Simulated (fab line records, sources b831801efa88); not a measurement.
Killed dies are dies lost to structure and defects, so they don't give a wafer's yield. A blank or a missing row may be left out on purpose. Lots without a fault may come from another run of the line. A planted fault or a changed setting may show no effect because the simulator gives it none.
Which tool did it? | flow sky130 | 13 lots, 39 wafers sampled, at 5 steps of a route of 708

WHAT THE GAUGES READ, wafer by wafer
SKY_FIELD_ISO_THK_MEAS_02. Usual: FIELD_ISO_OXIDATION_00_THK 11.94 nm, standard deviation 0.26.
lot  | measured    | on            | FIELD_ISO_OXIDATION_00_THK (nm) | flag
L698 | day 1 17:14 | film_metro-03 | 11.91 12.03 12.09               |
L700 | day 2 02:39 | film_metro-02 | 11.81 11.85 11.89               |
L701 | day 2 07:46 | film_metro-01 | 11.63 11.90 11.70               |
L702 | day 2 13:08 | film_metro-03 | 12.03 12.04 11.94               |
L703 | day 2 18:33 | film_metro-03 | 12.24 12.32 12.15               |
L705 | day 3 03:38 | film_metro-01 | 11.59 11.77 11.90               |
L706 | day 3 09:49 | film_metro-02 | 11.95 11.88 11.84               |
L708 | day 3 20:00 | film_metro-01 | 12.13 12.06 12.14               |
L709 | day 4 00:02 | film_metro-02 | 11.73 11.90 11.96               |
L710 | day 4 04:38 | film_metro-02 | 12.05 12.22 12.04               |
L711 | day 4 09:38 | film_metro-01 | 11.75 12.19 12.07               |
L714 | day 5 01:30 | film_metro-01 | 11.92 12.00 12.13               |
L720 | day 6 06:38 | film_metro-01 | 11.60 11.80 11.69               |

SKY_VT_ADJUST_LVTN_OVL_MEAS_18. Usual: VT_ADJUST_LVTN_01_OVL -0.1 nm, standard deviation 1.7.
lot  | measured     | on         | VT_ADJUST_LVTN_01_OVL (nm) | flag
L698 | day 8 00:42  | overlay-01 | -2.0 -0.7 -1.4             |
L700 | day 8 19:22  | overlay-02 | -1.9 -2.6 -2.8             |
L701 | day 9 00:04  | overlay-02 | 3.3 2.5 0.6                |
L702 | day 9 12:14  | overlay-01 | 0.3 -1.5 -2.5              |
L703 | day 9 13:11  | overlay-02 | -0.2 -0.5 -0.2             |
L705 | day 10 00:06 | overlay-02 | -1.0 -0.8 0.4              |
L706 | day 10 09:22 | overlay-01 | -3.0 -4.6 -1.8             |
L708 | day 11 01:19 | overlay-02 | 4.9 3.5 3.1                |
L709 | day 11 06:36 | overlay-02 | -1.3 -1.6 -0.3             |
L710 | day 11 12:57 | overlay-02 | -0.6 2.1 0.8               |
L711 | day 11 17:51 | overlay-02 | 2.1 1.2 0.0                |
L714 | day 12 12:22 | overlay-01 | 0.7 1.4 1.0                |
L720 | day 14 06:59 | overlay-02 | -0.5 -1.6 -2.7             |

SKY_SONOS_ONO_OVL_MEAS_14. Usual: SONOS_ONO_OVL 1.4 nm, standard deviation 1.4.
lot  | measured     | on         | SONOS_ONO_OVL (nm) | flag
L698 | day 12 23:09 | overlay-02 | 2.2 2.5 1.0        |
L700 | day 13 21:53 | overlay-02 | 3.3 3.5 2.2        |
L701 | day 14 01:37 | overlay-01 | 0.5 0.7 2.2        |
L702 | day 14 16:57 | overlay-02 | 2.6 -0.7 1.8       |
L703 | day 14 18:10 | overlay-01 | 1.1 2.1 3.8        |
L705 | day 15 08:50 | overlay-02 | 2.1 3.0 3.0        |
L706 | day 15 19:14 | overlay-01 | -2.2 -1.8 0.5      |
L708 | day 16 16:05 | overlay-01 | -1.1 -0.2 0.2      |
L709 | day 16 21:03 | overlay-01 | 1.5 1.5 0.0        |
L710 | day 17 08:53 | overlay-02 | 0.6 -0.1 -0.7      |
L711 | day 17 12:33 | overlay-02 | 2.4 2.9 2.5        |
L714 | day 18 09:53 | overlay-01 | 2.8 1.7 3.9        |
L720 | day 20 16:10 | overlay-01 | -3.1 -0.1 -1.7     |

WHICH TOOL RAN EACH LOT (tool, then ch and the chambers of the sampled wafers, then the start)
lot  | SKY_NWELL_COAT_05                | SKY_NWELL_STRIP_14
L698 | litho_track-02 ch 0, day 4 10:38 | plasma_asher-02 ch 0,1, day 4 19:26
L700 | litho_track-02 ch 0, day 5 02:41 | plasma_asher-01 ch 0,1, day 5 11:55
L701 | litho_track-02 ch 0, day 5 05:38 | plasma_asher-02 ch 0,1, day 5 14:49
L702 | litho_track-01 ch 0, day 5 16:06 | plasma_asher-02 ch 0,1, day 6 02:43
L703 | litho_track-03 ch 0, day 5 16:33 | plasma_asher-01 ch 0,1, day 6 03:06
L705 | litho_track-01 ch 0, day 6 02:19 | plasma_asher-01 ch 0,1, day 6 12:26
L706 | litho_track-03 ch 0, day 6 09:03 | plasma_asher-01 ch 0,1, day 6 19:54
L708 | litho_track-01 ch 0, day 7 00:18 | plasma_asher-04 ch 1, day 7 10:49
L709 | litho_track-01 ch 0, day 7 04:27 | plasma_asher-02 ch 0,1, day 7 15:32
L710 | litho_track-01 ch 0, day 7 08:37 | plasma_asher-01 ch 0,1, day 7 19:25
L711 | litho_track-02 ch 0, day 7 13:40 | plasma_asher-02 ch 0,1, day 8 00:49
L714 | litho_track-01 ch 0, day 8 04:28 | plasma_asher-02 ch 0,1, day 8 16:11
L720 | litho_track-03 ch 0, day 9 17:51 | plasma_asher-02 ch 0,1, day 10 05:11
- SKY_NWELL_COAT_05: resist thk 3000 nm.
- SKY_NWELL_STRIP_14: strips in O2/N2.

WHAT THE TOOLS THEMSELVES READ (means of the sampled wafers that have a number; where no wafer has one, the mark that the record gives instead)
SKY_NWELL_STRIP_14. Usual: drypump_motor_current_A 5.6 A, standard deviation 0.62; oes_product_au 0.723 a.u., standard deviation 0.0048; strip_time_to_endpoint_s 36.94 s, standard deviation 0.095.
lot  | tool            | drypump_motor_current_A (A) | oes_product_au (a.u.) | strip_time_to_endpoint_s (s) | flag
L698 | plasma_asher-02 | 6.0                         | 0.719                 | 37.03                        |
L700 | plasma_asher-01 | 4.9                         | 0.724                 | 37.03                        |
L701 | plasma_asher-02 | 6.3                         | 0.721                 | 36.87                        |
L702 | plasma_asher-02 | 6.0                         | 0.723                 | 36.99                        |
L703 | plasma_asher-01 | 4.9                         | 0.720                 | 36.96                        |
L705 | plasma_asher-01 | 4.9                         | 0.722                 | 37.00                        |
L706 | plasma_asher-01 | 4.9                         | 0.725                 | 36.82                        |
L708 | plasma_asher-04 | 6.0                         | 0.723                 | 36.80                        |
L709 | plasma_asher-02 | 6.0                         | 0.721                 | 36.84                        |
L710 | plasma_asher-01 | 4.9                         | 0.726                 | 32.27                        | OFF
L711 | plasma_asher-02 | 6.0                         | 0.721                 | 36.79                        |
L714 | plasma_asher-02 | 6.0                         | 0.720                 | 27.65                        | OFF
L720 | plasma_asher-02 | 6.3                         | 0.721                 | 36.98                        |

THE ANSWER, worked out from the rows above alone
Rule: a lot is off if the mean of its wafers that have a number lies more than 3 standard deviations from the usual mean. A lot without any number at a reading at which 4 lots or more have one is off too. The other lots that the step has rows for count as sound. The gauges are gone through in route order, then the tools' own readings, and for those a lot's mean is taken as printed above. The first step at which some lot is off is used, and at that step the reading that is off furthest; a lot without a number counts as furthest.
Off: L710, L714, at SKY_NWELL_STRIP_14 (strip_time_to_endpoint_s).
A tool fits if, at that step or a process step before it, it ran every lot that is off, and no sound lot after the first of them. One fits: litho_track-01 at SKY_NWELL_COAT_05. Its last sound lot is L709 (day 7 04:27), its first lot that is off L710 (day 7 08:37): a fault that began between those two fits.

WHAT THE SIMULATOR HAD PUT IN
Process parameter drift: litho_track-01, from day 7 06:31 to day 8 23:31, at SKY_NWELL_COAT_05. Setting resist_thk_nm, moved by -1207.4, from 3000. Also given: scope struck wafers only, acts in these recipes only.
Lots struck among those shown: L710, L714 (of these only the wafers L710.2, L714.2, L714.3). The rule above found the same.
